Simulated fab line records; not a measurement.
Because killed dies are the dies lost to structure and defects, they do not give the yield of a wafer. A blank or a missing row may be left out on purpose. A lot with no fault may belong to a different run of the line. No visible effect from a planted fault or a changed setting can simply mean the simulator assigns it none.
8D (eight disciplines) problem report, filled in by code / flow sky130 / the parts of the form that need people (team, actions taken, sign-off) are left out

== 1. PROBLEM STATEMENT ==
Wafers without a fault read 99.99 C, standard deviation 0.12; plate-temp-C at SKY_VIA1_SOFTBAKE_08 reads a mean of 96.08 C on 6 wafers belonging to 2 lots. Relative to the usual mean, that is a shift of -33 standard deviations.
The step: time 90 s.
Seen first at day 38 06:00 on litho-track-01, wafer L795.2. The record holds 18 wafers of 6 lots with a number at this step. Rule for "out" (also "out of limits"): further than 4 standard deviations from the usual mean. All remaining wafers that have a number are taken as sound.

== 2. WHAT IT IS, WHAT IT ISN'T ==
question=which readings at this step | is=plate-temp-C, heater-power-total-W | is not=-
question=which lots | is=L795, L796 | is not=L784, L785, L798, L802
question=which wafers of those lots | is=all that have a number | is not=-
question=read on which tools | is=litho-track-01 | is not=litho-track-03
question=when | is=from day 38 06:00 | is not=up to then (6 sound wafers); but 6 sound wafers of L798, L802 came after

== 3. WHAT RULES OUT EACH SUSPECT ==
Counting: any tool at a process step up to the reading is kept as a suspect provided that every lot that is out went through it and no sound lot did after the first of them.
- plasma-asher-03 at SKY_METAL1_STRIP_20 (strips in O2/N2): ruled out as a lasting fault. Following L795 (day 37 16:33), the first lot on it that is out, the sound lots L802 were run on it.
- cmp-02 at SKY_VIA1_CMP_02 (polishes SiO2): kept. All lots that are out passed through it, beginning with L795 at day 37 17:19, and no sound lot followed; its final sound lot before that point was L785 at day 34 08:08.
- litho-track-01 at SKY_VIA1_SOFTBAKE_08 (time 90 s): kept. All lots that are out passed through it, beginning with L795 at day 38 06:00, and no sound lot followed; its final sound lot before that point was L785 at day 34 21:00. Its own heater-power-total-W, plate-temp-C readings are out on those wafers.
The count leaves litho-track-01 at SKY_VIA1_SOFTBAKE_08 and cmp-02 at SKY_VIA1_CMP_02.

== 4. THE CAUSE (what the simulator had put in) ==
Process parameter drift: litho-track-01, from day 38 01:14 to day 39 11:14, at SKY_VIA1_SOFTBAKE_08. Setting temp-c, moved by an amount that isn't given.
Of the 2 suspects that counting leaves, this tool is one.

== 5. SEQUENCE OF EFFECTS, ordered by route ==
Each row: a reading where the mean over the struck wafers with a number is more than 3 standard deviations away from the usual. Only readings whose record carries a usual standard deviation are examined. hours: median over the lots of the time between each lot's start at the first step of this table that gives one and its start at this step. sigmas: the change, counted in usual standard deviations.
hours=0; step=SKY_VIA1_SOFTBAKE_08; reading=heater-power-total-W; usual=57.37 W; on struck wafers=54.25; change=-3.12; sigmas=-26
hours=0; step=SKY_VIA1_SOFTBAKE_08; reading=plate-temp-C; usual=99.99 C; on struck wafers=96.08; change=-3.91; sigmas=-33
Process steps it contains:
- SKY_VIA1_SOFTBAKE_08: time 90 s.
At these later measuring or inspecting steps, every struck wafer for which the step has a row has a number for every such reading, and none has moved that far: SKY_VIA1_CD_MEAS_12.

== 6. HOW IT WOULD HAVE BEEN CAUGHT EARLIER ==
5 hours passed between the start of the fault at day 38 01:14 and the first reading out of limits in this record, taken at day 38 06:00.
